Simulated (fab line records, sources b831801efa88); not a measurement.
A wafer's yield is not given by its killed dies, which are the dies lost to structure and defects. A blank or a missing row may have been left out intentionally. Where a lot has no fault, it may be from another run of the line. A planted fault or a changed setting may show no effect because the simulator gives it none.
Commonality check across tools / flow gf180mcu / Lots sampled 14, wafers sampled 42

== REASON IT WAS OPENED ==
4 of 14 lots carry a flag on the reading HV_LDD_OVL at GF_HV_LDD_OVL_MEAS_08. Wafers without a fault read 0.6 nm, standard deviation 1.4.
Rule: a lot gets a flag if all its wafers with a number sit over 4 standard deviations from that mean, or if no wafer of it has a number. The other lots count as sound.

lot=L693; measured=day 10 02:07; on=overlay-02; HV_LDD_OVL (nm), wafer by wafer=0.8 1.0 2.7; flag=
lot=L694; measured=day 10 06:17; on=overlay-02; HV_LDD_OVL (nm), wafer by wafer=0.9 0.3 -0.6; flag=
lot=L696; measured=day 10 21:14; on=overlay-02; HV_LDD_OVL (nm), wafer by wafer=-0.5 -0.6 -0.9; flag=
lot=L699; measured=day 11 22:04; on=overlay-01; HV_LDD_OVL (nm), wafer by wafer=1.0 0.0 0.8; flag=
lot=L700; measured=day 12 03:14; on=overlay-02; HV_LDD_OVL (nm), wafer by wafer=2.9 2.1 3.2; flag=
lot=L701; measured=day 12 11:37; on=overlay-01; HV_LDD_OVL (nm), wafer by wafer=1.7 3.0 1.5; flag=
lot=L704; measured=day 13 07:00; on=overlay-01; HV_LDD_OVL (nm), wafer by wafer=174.5 174.9 175.2; flag=FLAGGED
lot=L705; measured=day 13 14:38; on=overlay-01; HV_LDD_OVL (nm), wafer by wafer=176.3 175.2 175.8; flag=FLAGGED
lot=L706; measured=day 14 01:21; on=overlay-01; HV_LDD_OVL (nm), wafer by wafer=177.8 177.1 178.2; flag=FLAGGED
lot=L707; measured=day 14 06:24; on=overlay-02; HV_LDD_OVL (nm), wafer by wafer=177.1 175.8 176.1; flag=FLAGGED
lot=L711; measured=day 15 21:31; on=overlay-01; HV_LDD_OVL (nm), wafer by wafer=0.7 1.8 0.4; flag=
lot=L713; measured=day 16 04:23; on=overlay-01; HV_LDD_OVL (nm), wafer by wafer=0.0 0.3 1.1; flag=
lot=L712; measured=day 16 04:41; on=overlay-01; HV_LDD_OVL (nm), wafer by wafer=-2.1 -1.4 -2.2; flag=
lot=L715; measured=day 16 21:59; on=overlay-01; HV_LDD_OVL (nm), wafer by wafer=-1.6 -0.8 -2.0; flag=
Averaged over the flagged lots the numbers come to 176.2 nm, +175.6 nm from the usual (+99 or more standard deviations).

== EACH LOT AND THE TOOL IT RAN ON ==
2 process steps preceding the reading are held in the record, out of 602 steps in the route. In each cell: the tool, then ch and the chambers that the sampled wafers went through, then the start.
lot=L693; flag=; GF_POLY_GATE_ETCH_12=rie diel-01 ch 0,3, day 9 06:38; GF_HV_LDD_EXPOSE_04=iline stepper-02 ch 0, day 9 17:12
lot=L694; flag=; GF_POLY_GATE_ETCH_12=rie diel-03 ch 0,3, day 9 11:11; GF_HV_LDD_EXPOSE_04=iline stepper-02 ch 0, day 9 21:14
lot=L696; flag=; GF_POLY_GATE_ETCH_12=rie diel-02 ch 0,1,3, day 10 01:47; GF_HV_LDD_EXPOSE_04=iline stepper-01 ch 0, day 10 12:31
lot=L699; flag=; GF_POLY_GATE_ETCH_12=rie diel-02 ch 0,3, day 11 01:17; GF_HV_LDD_EXPOSE_04=iline stepper-02 ch 0, day 11 12:22
lot=L700; flag=; GF_POLY_GATE_ETCH_12=rie diel-01 ch 0,1,2, day 11 06:03; GF_HV_LDD_EXPOSE_04=iline stepper-02 ch 0, day 11 17:28
lot=L701; flag=; GF_POLY_GATE_ETCH_12=rie diel-02 ch 1,2, day 11 14:18; GF_HV_LDD_EXPOSE_04=iline stepper-01 ch 0, day 12 02:08
lot=L704; flag=FLAGGED; GF_POLY_GATE_ETCH_12=rie diel-02 ch 2,3, day 12 12:20; GF_HV_LDD_EXPOSE_04=iline stepper-01 ch 0, day 12 23:11
lot=L705; flag=FLAGGED; GF_POLY_GATE_ETCH_12=rie diel-01 ch 0,3, day 12 17:29; GF_HV_LDD_EXPOSE_04=iline stepper-01 ch 0, day 13 04:20
lot=L706; flag=FLAGGED; GF_POLY_GATE_ETCH_12=rie diel-02 ch 0,3, day 13 01:39; GF_HV_LDD_EXPOSE_04=iline stepper-01 ch 0, day 13 15:43
lot=L707; flag=FLAGGED; GF_POLY_GATE_ETCH_12=rie diel-03 ch 1,2, day 13 04:50; GF_HV_LDD_EXPOSE_04=iline stepper-01 ch 0, day 13 20:50
lot=L711; flag=; GF_POLY_GATE_ETCH_12=rie diel-01 ch 0,1,2, day 14 21:23; GF_HV_LDD_EXPOSE_04=iline stepper-02 ch 0, day 15 10:45
lot=L713; flag=; GF_POLY_GATE_ETCH_12=rie diel-03 ch 0,1,2, day 15 04:20; GF_HV_LDD_EXPOSE_04=iline stepper-02 ch 0, day 15 18:16
lot=L712; flag=; GF_POLY_GATE_ETCH_12=rie diel-01 ch 0,1,3, day 15 04:50; GF_HV_LDD_EXPOSE_04=iline stepper-02 ch 0, day 15 18:28
lot=L715; flag=; GF_POLY_GATE_ETCH_12=rie diel-02 ch 0,1,3, day 15 20:56; GF_HV_LDD_EXPOSE_04=iline stepper-02 ch 0, day 16 10:54
What the steps here do:
- GF_POLY_GATE_ETCH_12: etches BARC in N2/H2.
- GF_HV_LDD_EXPOSE_04: exposes mask Nplus LV AREA, target cd 400 nm.
- GF_HV_LDD_OVL_MEAS_08

== FLAGGED AGAINST TOTAL, ONE TOOL AT A TIME (gauges that did the reading follow at the end) ==
step=GF_POLY_GATE_ETCH_12; tool=rie diel-01; lots run=5; flagged=1; share of the flagged lots=some; sound lots run after its first flagged lot=2 (L711,L712)
step=GF_POLY_GATE_ETCH_12; tool=rie diel-02; lots run=6; flagged=2; share of the flagged lots=some; sound lots run after its first flagged lot=1 (L715)
step=GF_POLY_GATE_ETCH_12; tool=rie diel-03; lots run=3; flagged=1; share of the flagged lots=some; sound lots run after its first flagged lot=1 (L713)
step=GF_HV_LDD_EXPOSE_04; tool=iline stepper-01; lots run=6; flagged=4; share of the flagged lots=all; sound lots run after its first flagged lot=0
step=GF_HV_LDD_EXPOSE_04; tool=iline stepper-02; lots run=8; flagged=0; share of the flagged lots=none; sound lots run after its first flagged lot=-
step=GF_HV_LDD_OVL_MEAS_08; tool=overlay-01; lots run=9; flagged=3; share of the flagged lots=some; sound lots run after its first flagged lot=4 (L711,L713,L712,L715)
step=GF_HV_LDD_OVL_MEAS_08; tool=overlay-02; lots run=5; flagged=1; share of the flagged lots=some; sound lots run after its first flagged lot=0

== WHAT THE TABLE PERMITS ==
In the table, 1 row covers all flagged lots: iline stepper-01 at GF_HV_LDD_EXPOSE_04.
- iline stepper-01 at GF_HV_LDD_EXPOSE_04: 4 of its 6 lots flagged. A fault beginning between L701 (day 12 02:08), its last sound lot, and L704 (day 12 23:11), its first flagged one, fits the data.
One tool is left: iline stepper-01 at GF_HV_LDD_EXPOSE_04.

== WHAT THE SIMULATOR HAD INSERTED ==
Scanner matching overlay: iline stepper-01, from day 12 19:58 on, at GF_HV_LDD_EXPOSE_04. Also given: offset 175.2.
Shown lots that were struck: L704, L705, L706, L707. The rule above reached the same finding.
